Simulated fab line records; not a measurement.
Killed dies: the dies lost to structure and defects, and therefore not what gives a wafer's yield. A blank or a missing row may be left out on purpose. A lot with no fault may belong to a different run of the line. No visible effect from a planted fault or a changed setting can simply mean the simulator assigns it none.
fab line records -- flow sky130
record: lots: 12, wafers: 36, last-day: 50
route steps=708 shown VIA1@478 VIA2@527 PASSIVATION@683 PAD_OPEN@708
lots with no fault: from the same line, run without faults
start-h: the number of hours between the record's first day and the start of the first shown wafer of the lot -- wait-h: time in hours since the lot's previous step -- " repeats the value in the row above -- L1.1+2: a single row standing in for several wafers -- - no value, or no start was given -- * or withheld: withheld -- < > ~ a bound
route shown NAME@n: NAME is a module with steps in the file, n the number in the route of the first one -- usual: mean/standard deviation of fault-free wafers -- same: alike in all rows -- chamber/n: place in a boat -- sites: the reading at each site -- _std_site: the standard deviation of these -- _edge_site: outer sites' mean less inner sites' -- radius-mm: for every site, how far away it sits from the centre of the wafer -- mask NAME#n: copy n -- behind: tool/chamber where the wafer was last shaped -- hold: the reason the lot was held/the length of the hold in hours/how it ended -- device: whichever transistor did not switch (one of n, p or np) -- end of line: the tests these same wafers got at the end of their route -- a step without rows: its recipe alone -- killed: not the wafer's yield, but the dies lost to structure and defects at the first sort -- map: dies across one wafer; x = killed, . = not, _ = none there
set.NAME: setting as actually run; set.NAME@STEP: the setting as run at that earlier step -- model.NAME: the simulator's own value behind a step, which no gauge read
one table for each step of the route and one row for each wafer, over a sample of lots
services: from which hour (start-h, from the record's first day; less than 0 if before it) a tool's chamber was out of use, for how many hours, and why
== steps ==
step: SKY_VIA1_SPUTTER_20
recipe: material: TiN, target-thk-nm: 20, chamber-pressure-pa: 5, power-w: 4000, time-s: 80
usual: throttle-valve-pct: 29.8/0.69
lot.wafer,tool,chamber,start-h,wait-h,throttle-valve-pct
L231.1,pvd-sputter-03,-,793.45,0.0,29.5
L231.2,pvd-sputter-03,-,793.45,0.0,30.2
L231.3,pvd-sputter-03,-,793.45,0.0,30.3
L232.1,pvd-sputter-03,-,799.61,0.0,29.6
L232.2,pvd-sputter-03,-,799.61,0.0,30.4
L232.6,pvd-sputter-03,-,799.61,0.0,29.9
L234.2,pvd-sputter-03,-,817.89,0.0,29.6
L234.3,pvd-sputter-03,-,817.89,0.0,29.4
L234.4,pvd-sputter-03,-,817.89,0.0,30.3
L235.1,pvd-sputter-02,-,833.44,0.0,28.8
L235.3,pvd-sputter-02,-,833.44,0.0,30.1
L235.6,pvd-sputter-02,-,833.44,0.0,30.1
L236.3,pvd-sputter-03,-,840.06,0.0,30.3
L236.4,pvd-sputter-03,-,840.06,0.0,30.3
L236.6,pvd-sputter-03,-,840.06,0.0,29.6
L238.2,pvd-sputter-03,-,846.10,0.0,29.4
L238.3,pvd-sputter-03,-,846.10,0.0,30.2
L238.5,pvd-sputter-03,-,846.10,0.0,30.0
L242.1,pvd-sputter-02,-,883.04,0.0,28.7
L242.4,pvd-sputter-02,-,883.04,0.0,28.8
L242.6,pvd-sputter-02,-,883.04,0.0,30.2
L243.2,pvd-sputter-03,-,891.85,0.0,29.6
L243.3,pvd-sputter-03,-,891.85,0.0,29.9
L243.4,pvd-sputter-03,-,891.85,0.0,30.1
L245.1,pvd-sputter-03,-,898.71,0.0,29.5
L245.4,pvd-sputter-03,-,898.71,0.0,29.6
L245.6,pvd-sputter-03,-,898.71,0.0,29.6
L248.3,pvd-sputter-02,-,914.51,0.0,28.7
L248.5,pvd-sputter-02,-,914.51,0.0,29.9
L248.6,pvd-sputter-02,-,914.51,0.0,29.2
L250.3,pvd-sputter-02,-,935.12,0.0,28.6
L250.4,pvd-sputter-02,-,935.12,0.0,29.2
L250.5,pvd-sputter-02,-,935.12,0.0,29.2
L254.1,pvd-sputter-02,-,958.80,0.0,28.8
L254.3,pvd-sputter-02,-,958.80,0.0,28.5
L254.6,pvd-sputter-02,-,958.80,0.0,30.2
step: SKY_VIA1_THK_MEAS_23
recipe: thk-meas-gauge: xrf, reads: W_of_VIA1_CVD_21
usual: VIA1_W_THK: 278/4.5
lot.wafer,tool,chamber,start-h,wait-h,VIA1_W_THK[nm]
L231.1,film-metro-04,-,793.73,0.1,291
L231.2,film-metro-04,-,793.73,0.1,284
L231.3,film-metro-04,-,793.73,0.1,285
L232.1,film-metro-04,-,799.88,0.1,277
L232.2,film-metro-04,-,799.88,0.1,272
L232.6,film-metro-04,-,799.88,0.1,275
L234.2,film-metro-02,-,818.17,0.1,283
L234.3,film-metro-02,-,818.17,0.1,288
L234.4,film-metro-02,-,818.17,0.1,277
L235.1,film-metro-02,-,833.72,0.1,279
L235.3,film-metro-02,-,833.72,0.1,280
L235.6,film-metro-02,-,833.72,0.1,281
L236.3,film-metro-03,-,840.36,0.1,274
L236.4,film-metro-03,-,840.36,0.1,273
L236.6,film-metro-03,-,840.36,0.1,273
L238.2,film-metro-04,-,846.38,0.1,275
L238.3,film-metro-04,-,846.38,0.1,277
L238.5,film-metro-04,-,846.38,0.1,275
L242.1,film-metro-03,-,883.31,0.1,280
L242.4,film-metro-03,-,883.31,0.1,279
L242.6,film-metro-03,-,883.31,0.1,280
L243.2,film-metro-02,-,892.13,0.1,266
L243.3,film-metro-02,-,892.13,0.1,270
L243.4,film-metro-02,-,892.13,0.1,268
L245.1,film-metro-02,-,898.98,0.1,277
L245.4,film-metro-02,-,898.98,0.1,280
L245.6,film-metro-02,-,898.98,0.1,279
L248.3,film-metro-02,-,914.81,0.1,288
L248.5,film-metro-02,-,914.81,0.1,280
L248.6,film-metro-02,-,914.81,0.1,284
L250.3,film-metro-03,-,935.42,0.1,275
L250.4,film-metro-03,-,935.42,0.1,277
L250.5,film-metro-03,-,935.42,0.1,277
L254.1,film-metro-04,-,959.08,0.1,280
L254.3,film-metro-04,-,959.08,0.1,282
L254.6,film-metro-04,-,959.08,0.1,282
step: SKY_VIA2_SPUTTER_20
recipe: material: TiN, target-thk-nm: 20, chamber-pressure-pa: 5, power-w: 4000, time-s: 80
usual: throttle-valve-pct: 29.9/0.95
lot.wafer,tool,chamber,start-h,wait-h,throttle-valve-pct
L231.1,pvd-sputter-02,-,849.60,0.0,28.8
L231.2,pvd-sputter-02,-,849.60,0.0,29.9
L231.3,pvd-sputter-02,-,849.60,0.0,28.8
L232.1,pvd-sputter-04,-,855.45,0.0,31.3
L232.2,pvd-sputter-04,-,855.45,0.0,31.1
L232.6,pvd-sputter-04,-,855.45,0.0,31.3
L234.2,pvd-sputter-01,-,873.18,0.0,29.9
L234.3,pvd-sputter-01,-,873.18,0.0,30.9
L234.4,pvd-sputter-01,-,873.18,0.0,29.2
L235.1,pvd-sputter-01,-,888.24,0.0,29.1
L235.3,pvd-sputter-01,-,888.24,0.0,28.8
L235.6,pvd-sputter-01,-,888.24,0.0,28.5
L236.3,pvd-sputter-04,-,894.04,0.0,31.1
L236.4,pvd-sputter-04,-,894.04,0.0,30.9
L236.6,pvd-sputter-04,-,894.04,0.0,29.8
L238.2,pvd-sputter-02,-,900.82,0.0,28.6
L238.3,pvd-sputter-02,-,900.82,0.0,29.8
L238.5,pvd-sputter-02,-,900.82,0.0,29.6
L242.1,pvd-sputter-02,-,935.90,0.0,29.2
L242.4,pvd-sputter-02,-,935.90,0.0,30.0
L242.6,pvd-sputter-02,-,935.90,0.0,28.7
L243.2,pvd-sputter-04,-,945.09,0.0,30.9
L243.3,pvd-sputter-04,-,945.09,0.0,31.2
L243.4,pvd-sputter-04,-,945.09,0.0,29.9
L245.1,pvd-sputter-04,-,950.99,0.0,30.7
L245.4,pvd-sputter-04,-,950.99,0.0,31.1
L245.6,pvd-sputter-04,-,950.99,0.0,30.7
L248.3,pvd-sputter-02,-,966.38,0.0,29.4
L248.5,pvd-sputter-02,-,966.38,0.0,29.1
L248.6,pvd-sputter-02,-,966.38,0.0,30.1
L250.3,pvd-sputter-04,-,986.18,0.0,31.2
L250.4,pvd-sputter-04,-,986.18,0.0,31.2
L250.5,pvd-sputter-04,-,986.18,0.0,31.2
L254.1,pvd-sputter-02,-,1008.51,0.0,28.5
L254.3,pvd-sputter-02,-,1008.51,0.0,29.3
L254.6,pvd-sputter-02,-,1008.51,0.0,30.2
step: SKY_PASSIVATION_CVD_02
recipe: material: Si3N4, target-thk-nm: 540, temp-c: 400, time-s: withheld, rf-w: 450
usual: heater-power-w: 657/89, rf-fwd-power-W: 449.3/1.4
lot.wafer,tool,chamber,start-h,wait-h,heater-power-w,rf-fwd-power-W
L231.1,pecvd-04,0,1030.26,0.1,641,449.1
L231.2,pecvd-04,1,1030.26,0.1,623,450.0
L231.3,pecvd-04,2,1030.26,0.1,778,448.6
L232.1,pecvd-01,1,1034.73,0.1,703,448.0
L232.2,pecvd-01,0,1034.73,0.1,549,447.6
L232.6,pecvd-01,1,1034.73,0.1,718,449.2
L234.2,pecvd-04,0,1050.20,0.0,644,449.2
L234.3,pecvd-04,0,1050.20,0.0,701,447.5
L234.4,pecvd-04,2,1050.20,0.0,801,448.6
L235.1,pecvd-03,0,1062.82,0.1,605,449.3
L235.3,pecvd-03,1,1062.82,0.1,653,450.3
L235.6,pecvd-03,1,1062.82,0.1,500,450.6
L236.3,pecvd-03,1,1068.53,0.0,651,450.5
L236.4,pecvd-03,2,1068.53,0.0,694,447.8
L236.6,pecvd-03,1,1068.53,0.0,511,448.8
L238.2,pecvd-01,1,1073.51,0.0,647,448.1
L238.3,pecvd-01,1,1073.51,0.0,664,448.5
L238.5,pecvd-01,0,1073.51,0.0,545,451.7
L242.1,pecvd-01,1,1103.80,0.1,644,627.2
L242.4,pecvd-01,0,1103.80,0.1,494,632.8
L242.6,pecvd-01,1,1103.80,0.1,666,627.1
L243.2,pecvd-01,1,1111.30,0.0,593,632.4
L243.3,pecvd-01,0,1111.30,0.0,422,628.5
L243.4,pecvd-01,0,1111.30,0.0,455,627.4
L245.1,pecvd-04,1,1115.83,0.1,603,451.4
L245.4,pecvd-04,1,1115.83,0.1,508,448.2
L245.6,pecvd-04,1,1115.83,0.1,546,449.6
L248.3,pecvd-03,1,1129.35,0.0,628,448.4
L248.5,pecvd-03,0,1129.35,0.0,670,448.6
L248.6,pecvd-03,2,1129.35,0.0,755,449.3
L250.3,pecvd-03,1,1143.03,0.0,625,448.4
L250.4,pecvd-03,0,1143.03,0.0,703,448.5
L250.5,pecvd-03,1,1143.03,0.0,638,450.2
L254.1,pecvd-04,1,1161.62,0.1,563,451.3
L254.3,pecvd-04,2,1161.62,0.1,805,449.3
L254.6,pecvd-04,1,1161.62,0.1,612,448.7
step: SKY_PASSIVATION_THK_MEAS_03
recipe: reads: Si3N4_of_PASSIVATION_CVD_02
usual: PASSIVATION_CVD_02_THK: 542/7.7
lot.wafer,tool,chamber,start-h,wait-h,PASSIVATION_CVD_02_THK[nm]
L231.1,film-metro-02,-,1030.49,-,542
L231.2,film-metro-02,-,1030.49,-,542
L231.3,film-metro-02,-,1030.49,-,527
L232.1,film-metro-04,-,1034.95,-,539
L232.2,film-metro-04,-,1034.95,-,546
L232.6,film-metro-04,-,1034.95,-,550
L234.2,film-metro-02,-,1050.59,-,533
L234.3,film-metro-02,-,1050.59,-,548
L234.4,film-metro-02,-,1050.59,-,527
L235.1,film-metro-02,-,1063.05,-,533
L235.3,film-metro-02,-,1063.05,-,527
L235.6,film-metro-02,-,1063.05,-,546
L236.3,film-metro-03,-,1068.77,-,535
L236.4,film-metro-03,-,1068.77,-,534
L236.6,film-metro-03,-,1068.77,-,550
L238.2,film-metro-03,-,1073.86,-,530
L238.3,film-metro-03,-,1073.86,-,540
L238.5,film-metro-03,-,1073.86,-,551
L242.1,film-metro-02,-,1104.02,-,598
L242.4,film-metro-02,-,1104.02,-,612
L242.6,film-metro-02,-,1104.02,-,605
L243.2,film-metro-02,-,1111.53,-,596
L243.3,film-metro-02,-,1111.53,-,600
L243.4,film-metro-02,-,1111.53,-,602
L245.1,film-metro-04,-,1116.17,-,534
L245.4,film-metro-04,-,1116.17,-,534
L245.6,film-metro-04,-,1116.17,-,541
L248.3,film-metro-02,-,1129.59,-,534
L248.5,film-metro-02,-,1129.59,-,554
L248.6,film-metro-02,-,1129.59,-,538
L250.3,film-metro-04,-,1143.28,-,545
L250.4,film-metro-04,-,1143.28,-,552
L250.5,film-metro-04,-,1143.28,-,548
L254.1,film-metro-04,-,1161.96,-,535
L254.3,film-metro-04,-,1161.96,-,537
L254.6,film-metro-04,-,1161.96,-,542
step: SKY_PAD_OPEN_PROBE_99
usual: defect-limited-yield: 82.5/1.7, killed_at_M0_to_M3: 42/6.1, killed_at_M4_up: 3.1/1.7, killed-at-contacts: 24/5.5, killed-at-front-end: 16/4.1, killed-at-other: 0.3/0.57, killed-dies: 86/8.2, killed-open: 47/6.8, killed-short: 38/5.8, sort_bin_3_pad_short: 0.8/0.42, sort_bin_5_function: 10.2/1.3, sort_bin_6_memory: 6.4/1, sort-n-pass: 406/8.2, sort-yield-pct: 82.5/1.7
same: gross-dies: 492, killed-at-back-side: 0, sort_bin_4_leakage[%]: 0, sort_bin_8_speed[%]: 0
lot.wafer,tool,chamber,start-h,wait-h,defect-limited-yield[%],killed_at_M0_to_M3,killed_at_M4_up,killed-at-contacts,killed-at-front-end,killed-at-other,killed-dies,killed-open,killed-short,sort_bin_3_pad_short[%],sort_bin_5_function[%],sort_bin_6_memory[%],sort-n-pass,sort-yield-pct[%]
L231.1,prober-02,-,1076.14,0.1,80.7,45,2,25,21,2,95,46,47,0.6,12.0,6.7,397,80.7
L231.2,prober-02,-,1076.19,0.1,84.3,43,2,16,16,0,77,44,33,1.2,9.3,5.1,415,84.3
L231.3,prober-02,-,1076.24,0.2,83.9,44,3,14,17,1,79,45,34,0.8,9.1,6.1,413,83.9
L232.1,prober-01,-,1080.15,0.1,83.5,47,4,17,13,0,81,42,39,0.2,10.0,6.3,411,83.5
L232.2,prober-01,-,1080.20,0.1,82.9,40,1,25,16,2,84,44,38,1.2,9.3,6.5,408,82.9
L232.6,prober-01,-,1080.40,0.2,86.6,38,0,21,7,0,66,32,34,1.0,8.3,4.1,426,86.6
L234.2,prober-01,-,1095.65,0.1,81.7,49,5,21,15,0,90,47,43,1.2,11.4,5.7,402,81.7
L234.3,prober-01,-,1095.70,0.2,80.5,56,6,15,18,1,96,46,49,1.4,10.2,7.9,396,80.5
L234.4,prober-01,-,1095.75,0.2,83.1,52,0,15,16,0,83,51,32,0.6,10.0,6.3,409,83.1
L235.1,prober-02,-,1106.28,0.1,79.5,48,1,37,14,1,101,60,39,0.4,13.2,6.9,391,79.5
L235.3,prober-02,-,1106.38,0.2,80.3,49,1,32,15,0,97,51,45,1.0,10.2,8.5,395,80.3
L235.6,prober-02,-,1106.53,0.2,84.1,43,4,20,11,0,78,35,41,0.4,9.6,5.9,414,84.1
L236.3,prober-01,-,1112.11,0.2,82.7,44,1,25,14,1,85,47,38,1.4,8.3,7.5,407,82.7
L236.4,prober-01,-,1112.16,0.2,82.5,40,1,25,20,0,86,51,35,0.2,11.8,5.5,406,82.5
L236.6,prober-01,-,1112.26,0.2,82.7,39,6,26,14,0,85,42,43,0.8,9.3,7.1,407,82.7
L238.2,prober-01,-,1117.44,0.1,81.7,42,3,27,18,0,90,56,33,0.6,11.6,6.1,402,81.7
L238.3,prober-01,-,1117.49,0.2,83.5,39,3,26,13,0,81,43,37,2.4,7.5,6.5,411,83.5
L238.5,prober-01,-,1117.59,0.2,86.2,34,4,17,13,0,68,38,29,0.4,8.3,5.1,424,86.2
L242.1,prober-01,-,1145.21,0.1,83.3,39,1,23,19,0,82,40,42,0.8,9.6,6.3,410,83.3
L242.4,prober-01,-,1145.36,0.2,82.5,36,3,24,22,1,86,45,40,0.8,9.8,6.9,406,82.5
L242.6,prober-01,-,1145.46,0.2,85.4,32,2,16,21,1,72,31,40,0.6,8.7,5.3,420,85.4
L243.2,prober-02,-,1150.91,0.1,80.9,48,2,15,29,0,94,53,39,0.4,10.6,8.1,398,80.9
L243.3,prober-02,-,1150.96,0.2,83.5,30,3,33,15,0,81,44,36,0.2,10.6,5.7,411,83.5
L243.4,prober-02,-,1151.01,0.2,82.3,44,1,24,17,1,87,48,39,1.2,10.6,5.9,405,82.3
L245.1,prober-02,-,1156.23,0.1,83.5,43,3,17,18,0,81,46,35,1.0,9.3,6.1,411,83.5
L245.4,prober-02,-,1156.38,0.2,82.5,53,2,15,16,0,86,50,36,0.6,9.6,7.3,406,82.5
L245.6,prober-02,-,1156.48,0.2,82.3,51,3,17,16,0,87,41,46,1.0,10.4,6.3,405,82.3
L248.3,prober-01,-,1168.29,0.2,83.1,33,7,24,19,0,83,45,38,0.6,8.3,7.9,409,83.1
L248.5,prober-01,-,1168.39,0.2,82.7,40,1,22,21,1,85,44,40,1.2,9.6,6.5,407,82.7
L248.6,prober-01,-,1168.44,0.2,79.3,57,4,24,17,0,102,59,42,0.6,13.0,7.1,390,79.3
L250.3,prober-01,-,1179.49,0.2,81.9,49,4,24,12,0,89,48,41,1.6,9.8,6.7,403,81.9
L250.4,prober-01,-,1179.54,0.2,85.2,45,4,13,11,0,73,46,27,1.2,8.1,5.5,419,85.2
L250.5,prober-01,-,1179.59,0.2,80.9,51,7,21,15,0,94,52,41,0.8,11.0,7.3,398,80.9
L254.1,prober-01,-,1196.81,0.1,84.3,38,6,18,15,0,77,41,36,1.0,10.2,4.5,415,84.3
L254.3,prober-01,-,1196.91,0.2,82.5,43,3,23,17,0,86,50,36,0.4,10.4,6.7,406,82.5
L254.6,prober-01,-,1197.06,0.2,80.3,44,1,27,25,0,97,60,37,0.6,10.6,8.5,395,80.3
killed by level:class
L231.1 VIA2:geometric-particle:open=9 VIA3:geometric-particle:open=8 METAL1:geometric-particle:short=7 POLY_GATE:geometric-particle:short=7 CONTACT:geometric-particle:open=7 METAL2:geometric-particle:short=7 LI_CONTACT:geometric-particle:short=6 LI_CONTACT:geometric-particle:open=6
L231.2 VIA1:geometric-particle:open=8 VIA2:geometric-particle:open=8 METAL2:geometric-particle:short=7 CONTACT:geometric-particle:open=6 VIA3:geometric-particle:open=6 VIA1:geometric-particle:short=5 FIELD_ISO:geometric-particle:open=4 FIELD_ISO:geometric-particle:short=3
L231.3 VIA3:geometric-particle:open=9 VIA1:geometric-particle:open=6 METAL2:geometric-particle:short=6 VIA2:geometric-particle:open=6 FIELD_ISO:geometric-particle:open=5 LI_CONTACT:geometric-particle:open=5 VIA1:geometric-particle:short=4 POLY_GATE:geometric-particle:open=4
L232.1 VIA1:geometric-particle:open=8 VIA2:geometric-particle:open=7 VIA1:geometric-particle:short=7 VIA3:geometric-particle:open=6 METAL1:geometric-particle:short=6 FIELD_ISO:geometric-particle:open=5 POLY_GATE:geometric-particle:short=5 VIA3:geometric-particle:short=5
L232.2 LI_CONTACT:geometric-particle:open=9 VIA1:geometric-particle:open=9 LOCAL_INTERCONNECT:geometric-particle:short=7 VIA3:geometric-particle:open=7 VIA1:geometric-particle:short=5 VIA2:geometric-particle:open=5 FIELD_ISO:geometric-particle:open=4 FIELD_ISO:geometric-particle:short=4
L232.6 CONTACT:geometric-particle:open=7 CONTACT:geometric-particle:short=7 VIA1:geometric-particle:short=6 VIA2:geometric-particle:open=6 VIA3:geometric-particle:open=6 METAL2:geometric-particle:short=5 VIA1:geometric-particle:open=5 LOCAL_INTERCONNECT:geometric-particle:short=4
L234.2 VIA1:geometric-particle:open=16 VIA1:geometric-particle:short=7 VIA2:geometric-particle:open=7 LI_CONTACT:geometric-particle:open=6 CONTACT:geometric-particle:open=5 POLY_GATE:geometric-particle:short=5 LOCAL_INTERCONNECT:geometric-particle:short=5 VIA2:geometric-particle:short=5
L234.3 METAL3:geometric-particle:short=10 POLY_GATE:geometric-particle:open=9 VIA1:geometric-particle:open=8 VIA2:geometric-particle:open=8 POLY_GATE:geometric-particle:short=6 VIA3:geometric-particle:open=6 VIA1:geometric-particle:short=5 LI_CONTACT:geometric-particle:open=4
L234.4 VIA1:geometric-particle:open=14 METAL1:geometric-particle:short=7 CONTACT:geometric-particle:open=6 METAL2:geometric-particle:short=6 FIELD_ISO:geometric-particle:open=5 VIA2:geometric-particle:open=5 METAL1:geometric-particle:open=5 VIA3:geometric-particle:open=5
L235.1 CONTACT:geometric-particle:open=14 VIA1:geometric-particle:open=10 VIA3:geometric-particle:open=10 LI_CONTACT:geometric-particle:open=9 VIA1:geometric-particle:short=9 LI_CONTACT:geometric-particle:short=7 METAL3:geometric-particle:short=6 LOCAL_INTERCONNECT:geometric-particle:short=5
L235.3 VIA1:geometric-particle:open=11 CONTACT:geometric-particle:open=10 LI_CONTACT:geometric-particle:open=10 VIA3:geometric-particle:short=8 METAL1:geometric-particle:short=7 VIA2:geometric-particle:open=7 CONTACT:geometric-particle:short=5 LOCAL_INTERCONNECT:geometric-particle:short=5
L235.6 VIA3:geometric-particle:open=9 CONTACT:geometric-particle:open=7 FIELD_ISO:geometric-particle:short=5 METAL3:geometric-particle:short=5 METAL2:geometric-particle:short=5 VIA3:geometric-particle:short=5 CONTACT:geometric-particle:short=4 VIA1:geometric-particle:short=4
L236.3 VIA1:geometric-particle:open=10 CONTACT:geometric-particle:open=9 VIA3:geometric-particle:open=8 LI_CONTACT:geometric-particle:open=6 POLY_GATE:geometric-particle:open=5 CONTACT:geometric-particle:short=5 POLY_GATE:geometric-particle:short=4 METAL1:geometric-particle:short=4
L236.4 VIA1:geometric-particle:short=10 VIA2:geometric-particle:open=10 CONTACT:geometric-particle:open=9 LI_CONTACT:geometric-particle:open=8 POLY_GATE:geometric-particle:open=6 POLY_GATE:geometric-particle:short=6 VIA1:geometric-particle:open=6 VIA3:geometric-particle:open=5
L236.6 VIA3:geometric-particle:open=9 CONTACT:geometric-particle:short=8 LI_CONTACT:geometric-particle:open=7 VIA1:geometric-particle:open=7 LOCAL_INTERCONNECT:geometric-particle:short=5 METAL1:geometric-particle:short=5 VIA1:geometric-particle:short=5 CONTACT:geometric-particle:open=4
L238.2 VIA2:geometric-particle:open=13 CONTACT:geometric-particle:open=11 LI_CONTACT:geometric-particle:open=8 VIA3:geometric-particle:open=6 FIELD_ISO:geometric-particle:open=5 POLY_GATE:geometric-particle:open=5 POLY_GATE:geometric-particle:short=5 VIA1:geometric-particle:open=5
L238.3 CONTACT:geometric-particle:open=9 LI_CONTACT:geometric-particle:open=8 VIA1:geometric-particle:open=8 VIA2:geometric-particle:open=8 METAL2:geometric-particle:short=7 FIELD_ISO:geometric-particle:short=5 LOCAL_INTERCONNECT:geometric-particle:short=4 CONTACT:geometric-particle:short=4
L238.5 VIA3:geometric-particle:open=8 METAL1:geometric-particle:short=7 CONTACT:geometric-particle:open=7 LI_CONTACT:geometric-particle:open=6 METAL2:geometric-particle:short=5 POLY_GATE:geometric-particle:short=4 VIA1:geometric-particle:open=4 CONTACT:geometric-particle:short=3
L242.1 VIA1:geometric-particle:open=10 METAL2:geometric-particle:short=8 FIELD_ISO:geometric-particle:short=7 CONTACT:geometric-particle:short=7 FIELD_ISO:geometric-particle:open=5 LI_CONTACT:geometric-particle:open=5 CONTACT:geometric-particle:open=5 VIA2:geometric-particle:open=5
L242.4 VIA2:geometric-particle:open=8 LI_CONTACT:geometric-particle:open=8 VIA1:geometric-particle:open=8 FIELD_ISO:geometric-particle:short=7 CONTACT:geometric-particle:open=7 FIELD_ISO:geometric-particle:open=6 CONTACT:geometric-particle:short=6 METAL1:geometric-particle:short=5
L242.6 CONTACT:geometric-particle:open=7 FIELD_ISO:geometric-particle:short=6 METAL1:geometric-particle:short=6 FIELD_ISO:geometric-particle:open=5 VIA1:geometric-particle:short=5 VIA2:geometric-particle:open=4 METAL2:geometric-particle:short=4 SONOS_ONO:geometric-particle:short=3
L243.2 VIA2:geometric-particle:open=10 FIELD_ISO:geometric-particle:open=7 VIA3:geometric-particle:open=7 VIA1:geometric-particle:short=7 METAL2:geometric-particle:short=7 FIELD_ISO:geometric-particle:short=6 POLY_GATE:geometric-particle:open=5 CONTACT:geometric-particle:open=4
L243.3 CONTACT:geometric-particle:short=11 CONTACT:geometric-particle:open=11 VIA3:geometric-particle:open=9 FIELD_ISO:geometric-particle:open=6 LI_CONTACT:geometric-particle:open=6 VIA1:geometric-particle:open=6 METAL2:geometric-particle:short=5 VIA1:geometric-particle:short=4
L243.4 VIA1:geometric-particle:open=15 CONTACT:geometric-particle:open=11 VIA3:geometric-particle:open=7 FIELD_ISO:geometric-particle:short=5 POLY_GATE:geometric-particle:open=4 POLY_GATE:geometric-particle:short=4 LI_CONTACT:geometric-particle:open=4 LOCAL_INTERCONNECT:geometric-particle:short=4
L245.1 VIA1:geometric-particle:open=9 FIELD_ISO:geometric-particle:open=8 LI_CONTACT:geometric-particle:open=6 VIA1:geometric-particle:short=5 METAL2:geometric-particle:short=5 CONTACT:geometric-particle:open=4 METAL3:geometric-particle:short=4 POLY_GATE:geometric-particle:open=3
L245.4 VIA1:geometric-particle:open=13 VIA2:geometric-particle:open=12 LI_CONTACT:geometric-particle:open=6 VIA1:geometric-particle:short=6 VIA3:geometric-particle:open=6 METAL2:geometric-particle:short=5 VIA2:geometric-particle:short=5 FIELD_ISO:geometric-particle:short=4
L245.6 VIA1:geometric-particle:short=14 VIA1:geometric-particle:open=10 VIA2:geometric-particle:open=8 METAL1:geometric-particle:short=8 LI_CONTACT:geometric-particle:open=6 FIELD_ISO:geometric-particle:short=5 VIA3:geometric-particle:open=5 FIELD_ISO:geometric-particle:open=4
L248.3 METAL2:geometric-particle:short=11 CONTACT:geometric-particle:open=11 LI_CONTACT:geometric-particle:open=8 METAL4:geometric-particle:short=7 VIA2:geometric-particle:open=6 VIA1:geometric-particle:open=5 POLY_CUT:geometric-particle:open=4 LOCAL_INTERCONNECT:geometric-particle:short=4
L248.5 VIA1:geometric-particle:open=11 CONTACT:geometric-particle:open=7 CONTACT:geometric-particle:short=7 POLY_GATE:geometric-particle:short=5 METAL1:geometric-particle:short=5 VIA2:geometric-particle:open=5 VIA3:geometric-particle:open=5 FIELD_ISO:geometric-particle:open=4
L248.6 VIA1:geometric-particle:open=14 CONTACT:geometric-particle:open=12 VIA3:geometric-particle:open=9 METAL1:geometric-particle:short=8 LI_CONTACT:geometric-particle:open=6 VIA1:geometric-particle:short=6 POLY_GATE:geometric-particle:short=5 METAL2:geometric-particle:short=5
L250.3 VIA1:geometric-particle:open=11 CONTACT:geometric-particle:open=9 METAL1:geometric-particle:short=8 VIA2:geometric-particle:open=7 LI_CONTACT:geometric-particle:open=5 VIA3:geometric-particle:open=5 VIA1:geometric-particle:short=5 POLY_GATE:geometric-particle:open=4
L250.4 VIA1:geometric-particle:open=10 VIA2:geometric-particle:open=8 VIA3:geometric-particle:open=7 FIELD_ISO:geometric-particle:short=5 CONTACT:geometric-particle:open=5 METAL2:geometric-particle:short=5 CONTACT:geometric-particle:short=4 LI_CONTACT:geometric-particle:open=3
L250.5 VIA1:geometric-particle:open=12 VIA2:geometric-particle:open=12 LI_CONTACT:geometric-particle:open=7 METAL1:geometric-particle:short=7 CONTACT:geometric-particle:open=6 METAL2:geometric-particle:short=5 LOCAL_INTERCONNECT:geometric-particle:short=4 FIELD_ISO:geometric-particle:short=4
L254.1 VIA1:geometric-particle:open=11 METAL2:geometric-particle:short=6 CONTACT:geometric-particle:short=6 VIA3:geometric-particle:open=6 METAL4:geometric-particle:short=6 LI_CONTACT:geometric-particle:open=5 CONTACT:geometric-particle:open=5 VIA2:geometric-particle:open=5
L254.3 VIA3:geometric-particle:open=11 CONTACT:geometric-particle:open=10 VIA1:geometric-particle:open=8 POLY_GATE:geometric-particle:short=6 VIA1:geometric-particle:short=6 VIA2:geometric-particle:open=6 POLY_GATE:geometric-particle:open=5 LI_CONTACT:geometric-particle:open=4
L254.6 CONTACT:geometric-particle:open=11 VIA3:geometric-particle:open=11 VIA2:geometric-particle:open=10 POLY_GATE:geometric-particle:short=7 LI_CONTACT:geometric-particle:open=6 METAL2:geometric-particle:short=6 POLY_GATE:geometric-particle:open=5 FIELD_ISO:geometric-particle:short=4
== services ==
tool,chamber,start-h,hours,kind
pvd-sputter-03,-,771.79,1.0,repair
pvd-sputter-02,-,781.91,27.5,repair
pecvd-03,-,782.90,5.5,pm
pecvd-04,-,789.80,3.4,repair
pecvd-01,2,806.09,6.4,repair
pecvd-01,-,840.55,0.5,repair
pvd-sputter-02,-,844.04,1.2,repair
pvd-sputter-02,-,845.29,1.3,repair
pvd-sputter-02,-,845.80,3.6,repair
pecvd-04,0,870.73,10.1,repair
pvd-sputter-02,-,887.66,3.5,repair
pecvd-03,-,892.06,3.9,repair
pvd-sputter-03,-,912.59,0.9,repair
pvd-sputter-03,-,920.81,3.0,repair
pvd-sputter-04,-,921.56,5.2,repair
pecvd-01,0,963.49,11.7,repair
pvd-sputter-02,-,975.97,0.8,repair
pvd-sputter-03,-,981.53,1.4,repair
pvd-sputter-04,-,992.72,8.0,repair
pecvd-04,-,1018.08,2.8,pm
pecvd-03,0,1115.82,2.2,repair
pecvd-03,2,1117.34,5.7,repair
pvd-sputter-02,-,1123.17,2.2,repair
pvd-sputter-04,-,1143.15,1.7,repair
== key ==
first-sign: step: SKY_PASSIVATION_CVD_02, reading: rf-fwd-power-W, direction: up, sigmas: 99+, usual: 449.3, struck: 629.2
effect: step: SKY_PASSIVATION_THK_MEAS_03, reading: PASSIVATION_CVD_02_THK, direction: up, sigmas: 7.8, usual: 542, struck: 602
met-at SKY_PASSIVATION_CVD_02
struck-lots L242,L243
not-acting-at SKY_VIA1_SPUTTER_20,SKY_VIA1_THK_MEAS_23,SKY_VIA2_SPUTTER_20
onset-between 1073.51 1103.80
fault: kind: process-parameter-drift, tool: pecvd-01, chamber: -, onset-h: 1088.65, steps: SKY_PASSIVATION_CVD_02, channel: rf-w, offset: 180, shape: step, end-h: 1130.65, acts-in: these-recipes-only, stated: 450
